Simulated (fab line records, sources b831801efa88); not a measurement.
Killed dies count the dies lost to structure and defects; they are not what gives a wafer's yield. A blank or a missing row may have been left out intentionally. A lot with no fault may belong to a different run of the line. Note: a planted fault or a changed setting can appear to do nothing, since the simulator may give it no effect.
fab line records || flow sky130
[record] {"lots": 5, "wafers": 15, "last-day": 49}
route steps=708 shown SD_N@351 SALICIDE@361 LI_CONTACT@362 PAD_OPEN@708
lots that met no fault: from a run of the same line without faults
start-h: hours from the record's opening day to when the first of the lot's shown wafers began || wait-h: hours from the lot's prior step to this one || " repeats the value in the row above || L1.1+2: a single row standing in for several wafers || - no value, or no start given || * or withheld: withheld || < > ~ a bound
route shown NAME@n: names a module that has steps shown in the file, with the first one's number in the route || usual: mean/standard deviation taken from wafers without a fault || same: alike in all rows || chamber/n: place in a boat || sites: readings site by site || _std_site: how widely they spread, as a standard deviation || _edge_site: mean of outer sites minus mean of inner sites || radius-mm: how far each site lies from the wafer's centre || mask NAME#n: copy n || behind: the last tool/chamber to shape the wafer || hold: reason for holding the lot/hours on hold/outcome of the hold || device: transistor that didn't switch, given as n, p or np || end of line: at the end of the route, the tests of the same wafers || a step given without rows: its recipe and nothing more || killed: at the first sort, the dies lost to defects and structure; wafer yield is something else || map: dies across one wafer; x = killed, . = not, _ = none there
set.NAME: the run value of the setting; set.NAME@STEP: its run value at that earlier step || model.NAME: the simulator's own value behind a step, which no gauge read
certain route steps with their lots: each step a table, each wafer a row
services: the hour from which a tool's chamber was out of use, counted from the record's first day as start-h (under 0 if before that day), plus the number of hours and why
[[steps]]
[step SKY_SD_N_IMPLANT_09]
[recipe] {"species": "As", "energy-kev": 50, "dose-cm2": 4e+15, "tilt-deg": 0}
[step SKY_SD_N_IMPLANT_10]
[recipe] {"species": "P", "energy-kev": 20, "dose-cm2": 1e+14, "tilt-deg": 0}
[step SKY_SD_N_STRIP_11]
[recipe] {"chemistry": "O2/N2", "power-w": 1400, "pressure-mtorr": 1500, "platen-temp-c": "withheld", "o2-flow-sccm": 3000, "n2-flow-sccm": 300, "overash-fraction": 0.5}
[step SKY_SD_N_CLEAN_13]
[recipe] {"chemistry": "SC1/SC2", "mix": "1:4:20", "temp-c": 70, "time-s": 150, "dry": "n2-spin"}
[step SKY_SD_N_RTA_14]
[recipe] {"temp-c": 1075, "time-s": 2, "idle-temp-c": 650, "ramp-up-c-per-s": 150, "ramp-down-c-per-s": 90, "ambient": "N2"}
[step SKY_SALICIDE_CLEAN_00]
[recipe] {"chemistry": "HF-last", "time-s": 30, "dilution": "100:1", "dry": "ipa-marangoni"}
[step SKY_LI_CONTACT_HDPCVD_00]
[recipe] {"material": "PSG", "target-thk-nm": 930, "sigma-open-frac": 0.3, "time-s": 155, "temp-c": 600, "sih4-flow-sccm": 60, "pressure-mtorr": 6}
{"lot.wafer": "L988.3+4+5", "tool": "hdpcvd-02", "chamber": "1,1,2", "start-h": 664.89, "wait-h": 0.0}
{"lot.wafer": "L994.1+3+4", "tool": "hdpcvd-02", "chamber": "1,0,0", "start-h": 718.01, "wait-h": 0.0}
{"lot.wafer": "L996.2+4+6", "tool": "hdpcvd-02", "chamber": "0,2,1", "start-h": 740.14, "wait-h": 0.0}
{"lot.wafer": "L997.1+2+5", "tool": "hdpcvd-02", "chamber": "0,2,0", "start-h": 752.84, "wait-h": 0.0}
{"lot.wafer": "L102.1+2+4", "tool": "hdpcvd-01", "chamber": "2,1,1", "start-h": 791.64, "wait-h": 0.0}
[step SKY_LI_CONTACT_THK_MEAS_01]
[recipe] {"reads": "PSG_of_LI_CONTACT_HDPCVD_00"}
[usual] {"LI_CONTACT_HDPCVD_THK": "932/11"}
{"lot.wafer": "L988.3", "tool": "film-metro-02", "chamber": "-", "start-h": 665.01, "wait-h": 0.1, "LI_CONTACT_HDPCVD_THK[nm]": 914}
{"lot.wafer": "L988.4", "tool": "film-metro-02", "chamber": "-", "start-h": 665.01, "wait-h": 0.1, "LI_CONTACT_HDPCVD_THK[nm]": 914}
{"lot.wafer": "L988.5", "tool": "film-metro-02", "chamber": "-", "start-h": 665.01, "wait-h": 0.1, "LI_CONTACT_HDPCVD_THK[nm]": 903}
{"lot.wafer": "L994.1", "tool": "film-metro-01", "chamber": "-", "start-h": 718.11, "wait-h": 0.1, "LI_CONTACT_HDPCVD_THK[nm]": 722}
{"lot.wafer": "L994.3", "tool": "film-metro-01", "chamber": "-", "start-h": 718.11, "wait-h": 0.1, "LI_CONTACT_HDPCVD_THK[nm]": 723}
{"lot.wafer": "L994.4", "tool": "film-metro-01", "chamber": "-", "start-h": 718.11, "wait-h": 0.1, "LI_CONTACT_HDPCVD_THK[nm]": 717}
{"lot.wafer": "L996.2", "tool": "film-metro-03", "chamber": "-", "start-h": 740.25, "wait-h": 0.1, "LI_CONTACT_HDPCVD_THK[nm]": 739}
{"lot.wafer": "L996.4", "tool": "film-metro-03", "chamber": "-", "start-h": 740.25, "wait-h": 0.1, "LI_CONTACT_HDPCVD_THK[nm]": 730}
{"lot.wafer": "L996.6", "tool": "film-metro-03", "chamber": "-", "start-h": 740.25, "wait-h": 0.1, "LI_CONTACT_HDPCVD_THK[nm]": 733}
{"lot.wafer": "L997.1", "tool": "film-metro-01", "chamber": "-", "start-h": 752.94, "wait-h": 0.1, "LI_CONTACT_HDPCVD_THK[nm]": 730}
{"lot.wafer": "L997.2", "tool": "film-metro-01", "chamber": "-", "start-h": 752.94, "wait-h": 0.1, "LI_CONTACT_HDPCVD_THK[nm]": 716}
{"lot.wafer": "L997.5", "tool": "film-metro-01", "chamber": "-", "start-h": 752.94, "wait-h": 0.1, "LI_CONTACT_HDPCVD_THK[nm]": 733}
{"lot.wafer": "L102.1", "tool": "film-metro-03", "chamber": "-", "start-h": 791.75, "wait-h": 0.1, "LI_CONTACT_HDPCVD_THK[nm]": 933}
{"lot.wafer": "L102.2", "tool": "film-metro-03", "chamber": "-", "start-h": 791.75, "wait-h": 0.1, "LI_CONTACT_HDPCVD_THK[nm]": 916}
{"lot.wafer": "L102.4", "tool": "film-metro-03", "chamber": "-", "start-h": 791.75, "wait-h": 0.1, "LI_CONTACT_HDPCVD_THK[nm]": 934}
[step SKY_LI_CONTACT_CMP_02]
[recipe] {"material": "PSG", "down-force-psi": 4, "platen-rpm": 60, "pad-velocity-m-s": 0.94248}
[step SKY_LI_CONTACT_DEHYDRATE_04]
[recipe] {"temp-c": 200, "time-s": 60}
[step SKY_LI_CONTACT_HMDS_05]
[recipe] {"prime-time-s": 60, "prime-temp-c": 120}
[step SKY_LI_CONTACT_COAT_06]
[recipe] {"resist": "BARC", "temp-c": "withheld", "time-s": "withheld", "spin-rpm": 3000, "resist-thk-nm": 60}
[step SKY_LI_CONTACT_COAT_07]
[recipe] {"resist": "KrF-thick", "spin-rpm": 3000, "resist-thk-nm": 450}
[step SKY_LI_CONTACT_SOFTBAKE_08]
[recipe] {"temp-c": 100, "time-s": 90, "resist": "KrF-thick"}
[step SKY_LI_CONTACT_EXPOSE_09]
[recipe] {"mask-id": "LICM1", "na": 0.8, "source-shape": "annular", "sigma-inner": 0.55, "sigma-outer": 0.85, "target-cd-nm": 170, "dose-mj": 38.76}
[step SKY_LI_CONTACT_PEB_10]
[recipe] {"peb-temp-c": "withheld", "peb-time-s": "withheld", "resist": "KrF-thick"}
[step SKY_LI_CONTACT_DEVELOP_11]
[recipe] {"develop-time-s": 60, "resist": "KrF-thick", "dev-temp-c": 21}
[step SKY_LI_CONTACT_ETCH_14]
[recipe] {"chemistry": "N2/H2", "target": "BARC", "ion-energy-ev": 200, "source-w": 500, "bias-w": 100, "pressure-mtorr": 30, "n2-flow-sccm": 100, "h2-flow-sccm": 200, "stop-on": "SiO2", "time-s": 45.9, "target-depth-a": 600}
[step SKY_LI_CONTACT_ETCH_15]
[recipe] {"target": "PSG", "chemistry": "C4F8/O2/Ar", "stop-on": "Si", "taper-deg": 4.15, "mask-material": "KrF-thick", "source-w": 1500, "bias-w": 1200, "pressure-mtorr": 40, "c4f8-flow-sccm": "withheld", "O2_flow_sccm": 6, "Ar_flow_sccm": 300, "time-s": "withheld", "target-depth-a": 6000}
[usual] {"oes-product-au": "0.837/0.0045"}
{"lot.wafer": "L988.3", "tool": "rie-diel-02", "chamber": 1, "start-h": 692.54, "wait-h": 0.0, "oes-product-au": 0.840}
{"lot.wafer": "L988.4", "tool": "rie-diel-02", "chamber": 3, "start-h": 692.54, "wait-h": 0.0, "oes-product-au": 0.840}
{"lot.wafer": "L988.5", "tool": "rie-diel-02", "chamber": 1, "start-h": 692.54, "wait-h": 0.0, "oes-product-au": 0.837}
{"lot.wafer": "L994.1", "tool": "rie-diel-04", "chamber": 0, "start-h": 745.92, "wait-h": 0.0, "oes-product-au": 0.673}
{"lot.wafer": "L994.3", "tool": "rie-diel-04", "chamber": 1, "start-h": 745.92, "wait-h": 0.0, "oes-product-au": 0.676}
{"lot.wafer": "L994.4", "tool": "rie-diel-04", "chamber": 2, "start-h": 745.92, "wait-h": 0.0, "oes-product-au": 0.675}
{"lot.wafer": "L996.2", "tool": "rie-diel-01", "chamber": 3, "start-h": 767.84, "wait-h": 0.0, "oes-product-au": 0.681}
{"lot.wafer": "L996.4", "tool": "rie-diel-01", "chamber": 0, "start-h": 767.84, "wait-h": 0.0, "oes-product-au": 0.672}
{"lot.wafer": "L996.6", "tool": "rie-diel-01", "chamber": 1, "start-h": 767.84, "wait-h": 0.0, "oes-product-au": 0.661}
{"lot.wafer": "L997.1", "tool": "rie-diel-02", "chamber": 1, "start-h": 780.74, "wait-h": 0.0, "oes-product-au": 0.675}
{"lot.wafer": "L997.2", "tool": "rie-diel-02", "chamber": 2, "start-h": 780.74, "wait-h": 0.0, "oes-product-au": 0.664}
{"lot.wafer": "L997.5", "tool": "rie-diel-02", "chamber": 2, "start-h": 780.74, "wait-h": 0.0, "oes-product-au": 0.682}
{"lot.wafer": "L102.1", "tool": "rie-diel-02", "chamber": 1, "start-h": 818.87, "wait-h": 0.0, "oes-product-au": 0.829}
{"lot.wafer": "L102.2", "tool": "rie-diel-02", "chamber": 0, "start-h": 818.87, "wait-h": 0.0, "oes-product-au": 0.832}
{"lot.wafer": "L102.4", "tool": "rie-diel-02", "chamber": 3, "start-h": 818.87, "wait-h": 0.0, "oes-product-au": 0.838}
[step SKY_LI_CONTACT_STRIP_16]
[recipe] {"chemistry": "O2/N2", "power-w": 1400, "pressure-mtorr": 1500, "platen-temp-c": "withheld", "o2-flow-sccm": 3000, "n2-flow-sccm": 300, "overash-fraction": 0.5}
[step SKY_PAD_OPEN_PROBE_99]
[usual] {"killed_at_M0_to_M3": "43/7.7", "killed_at_M4_up": "3.4/1.9", "killed-at-contacts": "25/5.6", "killed-at-front-end": "14/4.3", "killed-at-other": "0.2/0.5", "killed-dies": "86/10", "killed-on-rim": "17/4.1", "killed-open": "47/7.2", "killed-short": "39/6.7"}
[same] {"gross-dies": 492, "killed-at-back-side": 0}
{"lot.wafer": "L994.1", "tool": "prober-02", "chamber": "-", "start-h": 1129.54, "wait-h": 0.1, "killed_at_M0_to_M3": 37, "killed_at_M4_up": 2, "killed-at-contacts": 86, "killed-at-front-end": 13, "killed-at-other": 1, "killed-dies": 139, "killed-on-rim": 70, "killed-open": 35, "killed-short": 34}
{"lot.wafer": "L994.3", "tool": "prober-02", "chamber": "-", "start-h": 1129.64, "wait-h": 0.2, "killed_at_M0_to_M3": 40, "killed_at_M4_up": 4, "killed-at-contacts": 91, "killed-at-front-end": 13, "killed-at-other": 0, "killed-dies": 148, "killed-on-rim": 75, "killed-open": 57, "killed-short": 25}
{"lot.wafer": "L994.4", "tool": "prober-02", "chamber": "-", "start-h": 1129.69, "wait-h": 0.2, "killed_at_M0_to_M3": 30, "killed_at_M4_up": 5, "killed-at-contacts": 101, "killed-at-front-end": 9, "killed-at-other": 0, "killed-dies": 145, "killed-on-rim": 78, "killed-open": 36, "killed-short": 31}
{"lot.wafer": "L996.2", "tool": "prober-02", "chamber": "-", "start-h": 1143.19, "wait-h": 0.1, "killed_at_M0_to_M3": 52, "killed_at_M4_up": 3, "killed-at-contacts": 97, "killed-at-front-end": 10, "killed-at-other": 1, "killed-dies": 163, "killed-on-rim": 79, "killed-open": 54, "killed-short": 28}
{"lot.wafer": "L996.4", "tool": "prober-02", "chamber": "-", "start-h": 1143.29, "wait-h": 0.2, "killed_at_M0_to_M3": 31, "killed_at_M4_up": 3, "killed-at-contacts": 104, "killed-at-front-end": 9, "killed-at-other": 0, "killed-dies": 147, "killed-on-rim": 76, "killed-open": 34, "killed-short": 29}
{"lot.wafer": "L996.6", "tool": "prober-02", "chamber": "-", "start-h": 1143.39, "wait-h": 0.2, "killed_at_M0_to_M3": 48, "killed_at_M4_up": 1, "killed-at-contacts": 110, "killed-at-front-end": 5, "killed-at-other": 0, "killed-dies": 164, "killed-on-rim": 82, "killed-open": 54, "killed-short": 27}
{"lot.wafer": "L997.1", "tool": "prober-01", "chamber": "-", "start-h": 1153.21, "wait-h": 0.1, "killed_at_M0_to_M3": 34, "killed_at_M4_up": 6, "killed-at-contacts": 95, "killed-at-front-end": 9, "killed-at-other": 0, "killed-dies": 144, "killed-on-rim": 73, "killed-open": 43, "killed-short": 33}
{"lot.wafer": "L997.2", "tool": "prober-01", "chamber": "-", "start-h": 1153.26, "wait-h": 0.1, "killed_at_M0_to_M3": 54, "killed_at_M4_up": 7, "killed-at-contacts": 91, "killed-at-front-end": 11, "killed-at-other": 0, "killed-dies": 163, "killed-on-rim": 81, "killed-open": 47, "killed-short": 37}
{"lot.wafer": "L997.5", "tool": "prober-01", "chamber": "-", "start-h": 1153.41, "wait-h": 0.2, "killed_at_M0_to_M3": 37, "killed_at_M4_up": 3, "killed-at-contacts": 89, "killed-at-front-end": 11, "killed-at-other": 0, "killed-dies": 140, "killed-on-rim": 74, "killed-open": 40, "killed-short": 33}
// killed by level:class
L994.1 LI_CONTACT:area-hdpcvd=70 VIA1:geometric-particle:open=11 FIELD_ISO:geometric-particle:short=5 METAL2:geometric-particle:short=5 LI_CONTACT:geometric-particle:open=5 METAL1:geometric-particle:short=5 CONTACT:geometric-particle:open=5 VIA3:geometric-particle:open=5
L994.3 LI_CONTACT:area-hdpcvd=66 VIA1:geometric-particle:open=18 CONTACT:geometric-particle:open=9 LI_CONTACT:geometric-particle:open=6 FIELD_ISO:geometric-particle:open=5 VIA2:geometric-particle:open=4 LOCAL_INTERCONNECT:geometric-particle:short=4 METAL1:geometric-particle:short=4
L994.4 LI_CONTACT:area-hdpcvd=78 VIA1:geometric-particle:open=9 LI_CONTACT:geometric-particle:open=6 METAL4:geometric-particle:short=5 LOCAL_INTERCONNECT:geometric-particle:short=5 CONTACT:geometric-particle:open=5 FIELD_ISO:geometric-particle:open=4 VIA3:geometric-particle:open=4
L996.2 LI_CONTACT:area-hdpcvd=81 VIA1:geometric-particle:open=15 VIA3:geometric-particle:open=13 VIA1:geometric-particle:short=7 CONTACT:geometric-particle:open=6 VIA2:geometric-particle:open=6 LI_CONTACT:geometric-particle:open=5 FIELD_ISO:geometric-particle:open=4
L996.4 LI_CONTACT:area-hdpcvd=84 LI_CONTACT:geometric-particle:open=7 VIA1:geometric-particle:open=5 VIA3:geometric-particle:open=5 METAL1:geometric-particle:short=5 METAL2:geometric-particle:short=5 VIA2:geometric-particle:open=5 FIELD_ISO:geometric-particle:open=4
L996.6 LI_CONTACT:area-hdpcvd=83 VIA1:geometric-particle:open=18 CONTACT:geometric-particle:open=8 LI_CONTACT:geometric-particle:open=8 VIA2:geometric-particle:open=8 VIA3:geometric-particle:open=6 METAL2:geometric-particle:short=5 LOCAL_INTERCONNECT:geometric-particle:short=4
L997.1 LI_CONTACT:area-hdpcvd=68 VIA1:geometric-particle:open=12 LI_CONTACT:geometric-particle:open=11 CONTACT:geometric-particle:open=6 LOCAL_INTERCONNECT:geometric-particle:short=5 VIA2:geometric-particle:open=5 METAL4:geometric-particle:short=5 CONTACT:geometric-particle:short=4
L997.2 LI_CONTACT:area-hdpcvd=79 VIA2:geometric-particle:open=12 VIA1:geometric-particle:open=9 METAL1:geometric-particle:short=8 VIA3:geometric-particle:open=8 METAL4:geometric-particle:short=5 CONTACT:geometric-particle:open=4 VIA2:geometric-particle:short=4
L997.5 LI_CONTACT:area-hdpcvd=67 VIA1:geometric-particle:open=9 CONTACT:geometric-particle:open=8 LI_CONTACT:geometric-particle:open=7 VIA1:geometric-particle:short=5 METAL2:geometric-particle:short=5 VIA2:geometric-particle:open=5 POLY_GATE:geometric-particle:short=4
// map L994.3 (x killed, . not)
__________xxxxx.x.xx_________
________xxxx.......xxx_______
______xx...xx..x.x...xxx_____
_____x.x...............xx____
____xx.....x......x...xx..___
___x.......x...........x..x__
__x...........x.....x.x...xx_
_xx....x........x..x....x..xx
_x...xxx..............x....xx
_xx....xx.......x..x..x.....x
_x.......x..x......xxxx.....x
_xx................x........x
_x....x.........x.x..........
_xxxx...x..........xx......xx
_xxxx...x.....xxx...xx...x.xx
__xx.......................x_
___x....x..x...........x.xx__
____x..x........x......x.x___
_____xxx.xx..........xxxx____
______xx.x.............._____
________xxxxx.x..x...x_______
__________xxxx.xxxxx_________
// map L996.6 (x killed, . not)
__________xxxxxxxxx._________
________xx.x.x...x.xxx_______
______x.x.x........xx.xx_____
_____xx..x......x.x....xx____
____xx......x............x___
___xx.x.........x..x....xxx__
__x.x...x....xx.x....x...xxx_
_xxx..x...x.......x........xx
_xx.x...x.........x....xx..xx
_x....x...x..x.............xx
_x.................x..xx.x.xx
_xx.x.....xx.x.............xx
_x.....x....x........x.xx..xx
_xx.....x..x............x..xx
_x.x...x.....x.........x.xx.x
__x.....x...x.x..x.x.......x_
___xx...................x.x__
____xx.x.....x..........xx___
_____xx...xx..x.........x____
______xxxxx.....x....xxx_____
________xx.x.x.x..xxxx_______
__________xxxxxx.xxx_________
[[services]]
{"tool": "hdpcvd-01", "chamber": "-", "start-h": 650.75, "hours": 15.0, "kind": "pm"}
{"tool": "hdpcvd-01", "chamber": 0, "start-h": 650.75, "hours": 15.0, "kind": "vent-cycle"}
{"tool": "hdpcvd-01", "chamber": 1, "start-h": 650.75, "hours": 15.0, "kind": "vent-cycle"}
{"tool": "hdpcvd-01", "chamber": 2, "start-h": 650.75, "hours": 15.0, "kind": "vent-cycle"}
{"tool": "hdpcvd-01", "chamber": 0, "start-h": 665.75, "hours": "-", "kind": "clean"}
{"tool": "hdpcvd-01", "chamber": 1, "start-h": 665.75, "hours": "-", "kind": "clean"}
{"tool": "hdpcvd-01", "chamber": 2, "start-h": 665.75, "hours": "-", "kind": "clean"}
{"tool": "rie-diel-02", "chamber": "-", "start-h": 665.87, "hours": 2.8, "kind": "pm"}
{"tool": "rie-diel-01", "chamber": "-", "start-h": 678.21, "hours": 0.6, "kind": "repair"}
{"tool": "hdpcvd-02", "chamber": 0, "start-h": 686.93, "hours": 3.9, "kind": "repair"}
{"tool": "rie-diel-02", "chamber": 0, "start-h": 690.19, "hours": 9.3, "kind": "repair"}
{"tool": "rie-diel-02", "chamber": 2, "start-h": 695.12, "hours": 6.3, "kind": "repair"}
{"tool": "rie-diel-02", "chamber": 1, "start-h": 706.11, "hours": 7.7, "kind": "repair"}
{"tool": "rie-diel-04", "chamber": "-", "start-h": 723.35, "hours": 0.5, "kind": "repair"}
{"tool": "rie-diel-02", "chamber": 1, "start-h": 743.77, "hours": 8.0, "kind": "repair"}
{"tool": "rie-diel-02", "chamber": "-", "start-h": 776.58, "hours": 2.3, "kind": "repair"}
{"tool": "rie-diel-02", "chamber": 3, "start-h": 779.52, "hours": 8.4, "kind": "repair"}
{"tool": "rie-diel-01", "chamber": 1, "start-h": 805.35, "hours": 5.7, "kind": "repair"}
[[key]]
[first-sign] {"step": "SKY_LI_CONTACT_THK_MEAS_01", "reading": "LI_CONTACT_HDPCVD_THK", "direction": "down", "sigmas": 18, "usual": 932, "struck": 727}
[effect] {"step": "SKY_LI_CONTACT_ETCH_15", "reading": "oes-product-au", "direction": "down", "sigmas": 36, "usual": 0.837, "struck": 0.673}
[effect] {"step": "SKY_PAD_OPEN_PROBE_99", "reading": "killed-at-contacts", "direction": "up", "sigmas": 13, "usual": 25, "struck": 96}
[more-kills-born-at] {"SKY_LI_CONTACT_HDPCVD_00@hdpcvd-02": 676}
met-at SKY_LI_CONTACT_HDPCVD_00
struck-wafers L994.1,L994.3,L994.4,L996.2,L996.4,L996.6,L997.1,L997.2,L997.5
tester-left-out L994,L996,L997
onset-between 664.89 718.01
[fault] {"kind": "site-profile-drift", "tool": "hdpcvd-02", "chamber": "-", "onset-h": 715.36, "steps": "SKY_LI_CONTACT_HDPCVD_00", "basis": "fraction", "max-abs-drift": 0.5159, "slope-share-per-hr": 114.64, "site-pattern": "0,0,0,0,0,-1,-1,-1,-1"}
// tester-left-out: of these lots the tester's yield and bins aren't shown, on N5 and GAA mostly nor the transistor test; their killed dies are dies lost to structure and defects alone, not to doping, threshold or leakage, so they don't give the yield
